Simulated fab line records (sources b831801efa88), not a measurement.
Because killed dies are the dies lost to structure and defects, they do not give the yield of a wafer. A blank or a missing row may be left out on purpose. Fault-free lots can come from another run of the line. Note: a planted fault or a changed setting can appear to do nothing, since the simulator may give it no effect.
One fault through the eyes of 2 desks + flow gf180mcu + each desk holds nothing but its own numbers, with what lay behind them at the end

== FROM THE METROLOGY DESK ==
What the gauges read, lot by lot, whatever tool the lot ran on: means of the sampled wafers that have a number. If a lot's mean is further than 4 standard deviations from the usual mean, the lot is out of limits and carries the mark OUT (the distance appears in the brackets).
Columns: A = STI_OXIDATION_02_THK at GF_STI_THK_MEAS_30, usual 9.90 nm; B = NWELL_OVL at GF_NWELL_OVL_MEAS_07, usual -0.6 nm; C = VT_IMPLANT_01_OVL at GF_VT_IMPLANT_OVL_MEAS_18, usual -0.2 nm
| lot  | first seen here | A     | B    | C    |
|------|-----------------|-------|------|------|
| L755 | day 2 08:17     | 10.03 | -3.8 | -0.0 |
| L756 | day 2 11:55     | 9.78  | -1.3 | 0.3  |
| L758 | day 2 21:28     | 9.93  | 2.2  | -0.2 |
| L766 | day 4 15:16     | 10.03 | -1.8 | 1.2  |
| L767 | day 4 20:57     | 9.81  | 0.0  | -0.4 |
| L768 | day 5 02:19     | 9.95  | 1.2  | -1.0 |
| L769 | day 5 07:02     | 9.93  | -2.8 | 1.0  |
| L770 | day 5 11:55     | 10.19 | -0.7 | -0.3 |
| L772 | day 5 21:35     | 9.84  | -0.4 | -0.4 |
| L773 | day 6 03:32     | 9.86  | -2.0 | -0.4 |
| L774 | day 6 08:18     | 9.61  | -1.5 | -0.2 |
| L776 | day 6 17:55     | 9.77  | -1.8 | -0.5 |
| L777 | day 6 22:34     | 9.85  | -0.8 | -1.2 |
| L778 | day 7 04:38     | 10.06 | -1.9 | 0.4  |
Finding of this desk: none of the 14 lots has anything out of limits.

== FOR THE TOOL OWNER'S DESK: iline-stepper-01 ==
The tool's own readings at GF_VT_IMPLANT_EXPOSE_04 (exposes mask LVPWELL LV AREA, target cd 600 nm): means of the sampled wafers that have a number, for each lot that ran on this tool. If a lot's mean is further than 4 standard deviations from the usual mean, the lot is out of limits and carries the mark OUT (the distance appears in the brackets).
Columns: A = exposure-dose-mJ-cm2 at GF_VT_IMPLANT_EXPOSE_04, usual 139.97; B = focus-offset-nm at GF_VT_IMPLANT_EXPOSE_04, usual 0.0 nm
| lot  | first seen here | A      | B    |
|------|-----------------|--------|------|
| L768 | day 8 16:04     | 139.94 | -0.2 |
| L769 | day 8 21:46     | 140.17 | -0.1 |
| L770 | day 9 01:53     | 139.89 | -0.3 |
| L774 | day 10 03:43    | 140.03 | 0.2  |
| L778 | day 11 04:51    | 139.93 | 0.6  |
Finding of this desk: none of the 5 lots has anything out of limits.

== PUT TOGETHER ==
Nothing out of limits was seen by the metrology desk.
The desk of the tool owner found nothing out of limits.

== WHAT HAD BEEN PUT IN BY THE SIMULATOR ==
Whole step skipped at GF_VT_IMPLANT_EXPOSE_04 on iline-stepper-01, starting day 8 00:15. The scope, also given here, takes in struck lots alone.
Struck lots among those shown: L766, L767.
